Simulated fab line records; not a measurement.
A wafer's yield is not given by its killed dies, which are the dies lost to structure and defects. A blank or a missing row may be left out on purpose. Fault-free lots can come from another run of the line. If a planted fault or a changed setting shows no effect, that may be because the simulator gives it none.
The tool behind it: which one? | flow sky130 | 10 lots, 30 wafers sampled, at 7 steps of a route of 708

WHAT THE GAUGES READ, wafer by wafer
SKY_RES_XHIGH_TW_MEAS_09.
lot  | measured     | on            | RES_XHIGH_TW
L364 | day 26 20:34 | film-metro-04 | 1660 1655 1649
L365 | day 26 22:26 | film-metro-03 | 1644 1636 1636
L369 | day 29 01:26 | film-metro-02 | 1618 1612 1622
L370 | day 29 05:50 | film-metro-04 | 1653 1657 1652
L371 | day 29 14:36 | film-metro-04 | 1644 1653 1661
L375 | day 31 10:17 | film-metro-04 | 1636 1644 1640
L378 | day 31 20:10 | film-metro-02 | 1615 1613 1613
L383 | day 32 23:56 | film-metro-02 | 1614 1618 1613
L384 | day 33 16:13 | film-metro-02 | 1606 1594 1603
L385 | day 33 23:40 | film-metro-03 | 1661 1659 1653

SKY_SD_N_TW_MEAS_12.
lot  | measured     | on            | SD_N_TW
L364 | day 27 23:37 | film-metro-04 | 4037 4072 4038
L365 | day 28 00:49 | film-metro-04 | 4036 4036 4019
L369 | day 30 05:50 | film-metro-04 | 4046 4050 4045
L370 | day 30 09:31 | film-metro-04 | 4028 4022 4039
L371 | day 30 19:48 | film-metro-04 | 4027 4030 4008
L375 | day 32 14:23 | film-metro-02 | 3669 3670 3661 3655 3664 3678
L378 | day 32 23:20 | film-metro-03 | 3719 3739 3759 3731 3765 3713
L383 | day 34 03:32 | film-metro-02 | 3911 3896 3909
L384 | day 34 19:06 | film-metro-02 | 3910 3900 3911
L385 | day 35 02:41 | film-metro-04 | 4000 4001 3988

SKY_SD_N_RS_MEAS_16: measurement is done with a four-point probe.
lot  | measured     | on            | SD_N_RS (ohm/sq)
L364 | day 27 23:58 | film-metro-04 | 68.46 68.49 68.55
L365 | day 28 01:07 | film-metro-04 | 68.52 68.60 68.53
L369 | day 30 06:08 | film-metro-03 | 68.57 68.82 68.53
L370 | day 30 09:48 | film-metro-04 | 68.40 68.62 68.54
L371 | day 30 20:06 | film-metro-03 | 68.52 68.40 68.50
L375 | day 32 16:23 | film-metro-04 | 78.24 78.26 78.50 78.36 78.46 78.54
L378 | day 33 03:34 | film-metro-04 | 78.51 78.38 78.43 78.35 78.35 78.56
L383 | day 34 03:50 | film-metro-04 | 68.46 68.42 68.58
L384 | day 34 19:24 | film-metro-03 | 68.32 68.49 68.49
L385 | day 35 02:59 | film-metro-04 | 68.52 68.61 68.64

WHAT TOOL EACH LOT RAN ON (gives the tool, then ch and the chambers of the sampled wafers, and finally the start)
lot  | SKY_LDD_LDN_STRIP_12                 | SKY_POLY_CUT_ETCH_11               | SKY_SD_N_IMPLANT_09             | SKY_SD_N_STRIP_11
L364 | plasma-asher-02 ch 0,1, day 23 00:10 | rie-diel-03 ch 0,3, day 24 08:21   | implanter-03 ch 0, day 27 23:14 | plasma-asher-04 ch 0,1, day 27 23:32
L365 | plasma-asher-04 ch 0,1, day 23 03:34 | rie-diel-03 ch 0,2,3, day 24 11:36 | implanter-03 ch 0, day 28 00:26 | plasma-asher-02 ch 0,1, day 28 00:44
L369 | plasma-asher-04 ch 0,1, day 25 07:31 | rie-diel-03 ch 1,2, day 26 16:25   | implanter-04 ch 0, day 30 05:26 | plasma-asher-01 ch 0,1, day 30 05:44
L370 | plasma-asher-04 ch 0,1, day 25 13:19 | rie-diel-03 ch 0,2, day 26 22:22   | implanter-04 ch 0, day 30 09:07 | plasma-asher-02 ch 1, day 30 09:25
L371 | plasma-asher-04 ch 0,1, day 26 00:26 | rie-diel-04 ch 0,2, day 27 07:14   | implanter-03 ch 0, day 30 19:25 | plasma-asher-01 ch 0,1, day 30 19:41
L375 | plasma-asher-01 ch 0,1, day 27 06:13 | rie-diel-03 ch 0,2,3, day 29 01:45 | implanter-03 ch 0, day 32 14:02 | plasma-asher-02 ch 0,1, day 32 14:18
L378 | plasma-asher-04 ch 0,1, day 28 06:19 | rie-diel-03 ch 1,2,3, day 29 13:24 | implanter-03 ch 0, day 32 22:56 | plasma-asher-04 ch 0,1, day 32 23:14
L383 | plasma-asher-02 ch 0,1, day 29 11:43 | rie-diel-04 ch 0,1, day 30 18:02   | implanter-04 ch 0, day 34 03:08 | plasma-asher-01 ch 0, day 34 03:26
L384 | plasma-asher-01 ch 0,1, day 30 03:46 | rie-diel-01 ch 2,3, day 31 09:15   | implanter-02 ch 0, day 34 18:43 | plasma-asher-02 ch 0,1, day 34 18:59
L385 | plasma-asher-02 ch 0, day 30 12:25   | rie-diel-03 ch 1,2,3, day 31 17:06 | implanter-04 ch 0, day 35 02:17 | plasma-asher-02 ch 0,1, day 35 02:35
- SKY_LDD_LDN_STRIP_12: strips in O2/N2.
- SKY_POLY_CUT_ETCH_11: etches Si3N4 in CF4/CH2F2/Ar, stops on poly-Si, time 42.5 s, target depth 60 nm.
- SKY_SD_N_IMPLANT_09
- SKY_SD_N_STRIP_11: strips in O2/N2.

AS READ BY THE TOOLS THEMSELVES (means over the sampled wafers that have a number; for cases with no such wafer, the mark the record gives instead)
SKY_LDD_LDN_STRIP_12.
lot  | tool            | drypump-motor-current-A (A) | o2-flow-sccm (sccm) | oes-product-au (a.u.) | strip-time-to-endpoint-s (s)
L364 | plasma-asher-02 | 6.1                         | 3003                | 0.714                 | 14.17
L365 | plasma-asher-04 | 5.5                         | 3013                | 0.712                 | 14.17
L369 | plasma-asher-04 | 5.5                         | 2999                | 0.717                 | 14.13
L370 | plasma-asher-04 | 5.4                         | 2998                | 0.717                 | 14.15
L371 | plasma-asher-04 | 5.5                         | 2995                | 0.712                 | 14.19
L375 | plasma-asher-01 | 5.3                         | 3002                | 0.713                 | 14.11
L378 | plasma-asher-04 | 5.4                         | 2986                | 0.716                 | 14.15
L383 | plasma-asher-02 | 6.0                         | 2997                | 0.713                 | 14.21
L384 | plasma-asher-01 | 5.4                         | 2991                | 0.716                 | 14.19
L385 | plasma-asher-02 | 6.0                         | 3007                | 0.717                 | 14.24

SKY_POLY_CUT_ETCH_11.
lot  | tool        | drypump-motor-current-A (A) | oes-product-au (a.u.) | throttle-valve-pct (%)
L364 | rie-diel-03 | 6.3                         | 0.828                 | 14.996
L365 | rie-diel-03 | 6.1                         | 0.839                 | 14.988
L369 | rie-diel-03 | 6.2                         | 0.824                 | 14.997
L370 | rie-diel-03 | 6.3                         | 0.832                 | 14.990
L371 | rie-diel-04 | 5.9                         | 0.833                 | 15.000
L375 | rie-diel-03 | 6.1                         | 0.828                 | 14.987
L378 | rie-diel-03 | 6.0                         | 0.835                 | 14.995
L383 | rie-diel-04 | 6.1                         | 0.828                 | 15.008
L384 | rie-diel-01 | 5.9                         | 0.837                 | 14.999
L385 | rie-diel-03 | 6.0                         | 0.838                 | 15.001

SKY_SD_N_IMPLANT_09.
lot  | tool         | beam-energy-keV | tilt-deg (degrees)
L364 | implanter-03 | 50.002          | -0.015
L365 | implanter-03 | 49.997          | -0.006
L369 | implanter-04 | 49.991          | -0.018
L370 | implanter-04 | 49.994          | 0.006
L371 | implanter-03 | 50.002          | 0.012
L375 | implanter-03 | 37.546          | -0.025
L378 | implanter-03 | 37.545          | 0.005
L383 | implanter-04 | 49.999          | -0.019
L384 | implanter-02 | 49.998          | -0.009
L385 | implanter-04 | 50.020          | -0.009

SKY_SD_N_STRIP_11.
lot  | tool            | drypump-motor-current-A (A) | o2-flow-sccm (sccm) | oes-product-au (a.u.) | strip-time-to-endpoint-s (s)
L364 | plasma-asher-04 | 5.4                         | 3001                | 0.526                 | 22.57
L365 | plasma-asher-02 | 6.1                         | 3005                | 0.531                 | 22.53
L369 | plasma-asher-01 | 5.3                         | 2999                | 0.530                 | 22.56
L370 | plasma-asher-02 | 6.2                         | 2999                | 0.529                 | 22.57
L371 | plasma-asher-01 | 5.3                         | 3013                | 0.532                 | 22.53
L375 | plasma-asher-02 | 6.1                         | 2997                | 0.554                 | 20.68
L378 | plasma-asher-04 | 5.4                         | 3005                | 0.550                 | 20.69
L383 | plasma-asher-01 | 5.5                         | 3004                | 0.527                 | 22.59
L384 | plasma-asher-02 | 6.1                         | 3007                | 0.523                 | 22.56
L385 | plasma-asher-02 | 6.1                         | 2996                | 0.522                 | 22.61

THE ANSWER, worked out from the rows above alone
Rule: the lots themselves supply what counts as usual. The widest of any qualifying gaps counts: lots, ordered by their means at a reading, are off when they make up no more than a third of the lots, leave a main group of 4 or more, and stand apart from it by 3 or more times the standard deviation of that group's means. A main group whose means are all the same, to the digits that the tables above print for the reading, isn't used. Also off: a lot with no number at a reading for which 4 or more lots have one. The other lots that the step has rows for count as sound. Order of review: gauges by route order, followed by the tools' own readings, for which a lot's mean as printed above is used. At the first step where some lot is off, the reading lying furthest off is the one used; lots without a number count as furthest.
Off: L375, L378, seen at SKY_SD_N_TW_MEAS_12 (SD_N_TW). Main group: mean 3998, sd 55.
A tool fits if, at a process step before that reading, it ran every lot that is off, and no sound lot after the first of them. Not tried: the gauges at SKY_SD_N_TW_MEAS_12; whatever is off there is also off at SKY_SD_N_RS_MEAS_16, on other tools, and gauge error can't account for it. One candidate fits, namely implanter-03 at SKY_SD_N_IMPLANT_09. A fault onset in the window from L371 (day 30 19:25, its last sound lot) to L375 (day 32 14:02, its first lot off) fits.
On the lots that are off, the tool's own readings at SKY_SD_N_IMPLANT_09 differ by more than 5 times the standard deviation of the sound lots' means, which bears it out; beam-energy-keV reads 37.546 there versus 50.000 on the sound lots.

WHAT THE SIMULATOR HAD INSERTED
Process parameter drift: implanter-03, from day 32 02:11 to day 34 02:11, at SKY_SD_N_IMPLANT_09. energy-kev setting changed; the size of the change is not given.
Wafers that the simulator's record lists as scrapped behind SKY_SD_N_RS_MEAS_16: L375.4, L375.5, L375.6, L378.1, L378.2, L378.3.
Lots struck among those shown: L375, L378. This agrees with what the rule above found.
